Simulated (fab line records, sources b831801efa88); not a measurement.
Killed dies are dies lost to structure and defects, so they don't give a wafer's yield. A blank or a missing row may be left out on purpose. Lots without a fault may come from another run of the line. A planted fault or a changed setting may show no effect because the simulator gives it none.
Chamber matching | flow sky130 | SKY_LI_CONTACT_ETCH_15 on rie_diel-02: 4 sister chambers
The step etches PSG in C4F8/O2/Ar, stops on Si, target depth 600 nm. 4 wafers are shown with their chamber, then 7 later ones without.

WAFERS WITH THEIR CHAMBER
wafer  | chamber | rf_fwd_power_W (W)
L828.5 | 3       | 1497
L834.1 | 0       | 1495
L843.3 | 1       | 1488
L843.4 | 2       | 1490

WAFERS WITHOUT THEIR CHAMBER
wafer  | rf_fwd_power_W (W)
L843.6 | 1494
L844.2 | 1485
L844.4 | 1498
L844.5 | 1488
L846.1 | 1491
L846.4 | 1486
L846.6 | 1488

WHICH CHAMBER EACH WENT THROUGH
wafer  | from the rows above          | in truth
L843.6 | can't be placed: 0 or 3 or 2 | 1
L844.2 | can't be placed: 1 or 2      | 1
L844.4 | can't be placed: 3 or 0      | 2
L844.5 | can't be placed: 1 or 2      | 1
L846.1 | can't be placed: 2 or 1 or 0 | 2
L846.4 | can't be placed: 1 or 2      | 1
L846.6 | can't be placed: 1 or 2      | 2
Placed correctly: 0 of 7. Can't be placed from these rows: 7 (the true chamber is among the candidates in 5). Placed wrongly: 0.
How it was worked out, from the rows above alone: a wafer's distance from a chamber is the root of the sum, over the readings, of the square of ((its reading less the chamber's mean) divided by the reading's scatter). The wafer belongs to the nearest chamber; if the next one is less than 2 further off, it can't be placed. A chamber's mean is the mean of its shown wafers. The scatter: with one shown wafer a chamber, the root of the mean of the squares of how far each hidden wafer lies from its nearest shown one.
